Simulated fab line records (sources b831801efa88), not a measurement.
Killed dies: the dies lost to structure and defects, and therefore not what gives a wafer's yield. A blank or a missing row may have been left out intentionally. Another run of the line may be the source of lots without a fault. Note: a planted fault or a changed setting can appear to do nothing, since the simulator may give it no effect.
Which of the tools did it? | flow gf180mcu | 33 wafers sampled from 11 lots at 1 step of a route of 602

== WHAT THE GAUGES READ, wafer by wafer ==
GF_CONTACT_THK_MEAS_03. Usual: CONTACT_CVD_02_THK gives 861 nm (standard deviation 11).
lot  | measured     | on           | CONTACT_CVD_02_THK (nm) | flag
L573 | day 15 01:22 | filmMetro-04 | 864 872 870             | 
L574 | day 15 06:52 | filmMetro-02 | 877 875 882             | 
L575 | day 15 19:20 | filmMetro-01 | 855 852 883             | 
L576 | day 16 01:54 | filmMetro-04 | 850 849 870             | 
L577 | day 16 09:53 | filmMetro-02 | 856 861 869             | 
L584 | day 19 06:18 | filmMetro-04 | 859 874 874             | 
L585 | day 19 11:16 | filmMetro-04 | 853 852 867             | 
L588 | day 21 00:20 | filmMetro-04 | 845 854 875             | 
L591 | day 22 01:51 | filmMetro-01 | 841 854 863             | 
L595 | day 23 04:31 | filmMetro-02 | 840 839 856             | 
L596 | day 23 08:35 | filmMetro-01 | 850 858 852             | 

== WHICH TOOL RAN EACH LOT (tool, then ch and the chambers of the sampled wafers, then the start) ==
The record shows no process step preceding these readings.

== WHAT THE TOOLS THEMSELVES READ (means of the sampled wafers that have a number; where no wafer has one, the mark that the record gives instead) ==
The record holds no such reading with a usual standard deviation.

== THE ANSWER, worked out from the rows above alone ==
Rule: lot off if the mean of its wafers having a number is beyond 3 standard deviations from the usual mean. Also off: a lot with no number at a reading for which 4 or more lots have one. The other lots that the step has rows for count as sound. After the gauges, taken in route order, come the tools' own readings; for these a lot's mean is taken, as printed above. The first step at which some lot is off is used, and at that step the reading that is off furthest; a lot without a number counts as furthest.
No lot is off on any of the readings shown, so nothing can be concluded from this.

== WHAT HAD BEEN PUT IN BY THE SIMULATOR ==
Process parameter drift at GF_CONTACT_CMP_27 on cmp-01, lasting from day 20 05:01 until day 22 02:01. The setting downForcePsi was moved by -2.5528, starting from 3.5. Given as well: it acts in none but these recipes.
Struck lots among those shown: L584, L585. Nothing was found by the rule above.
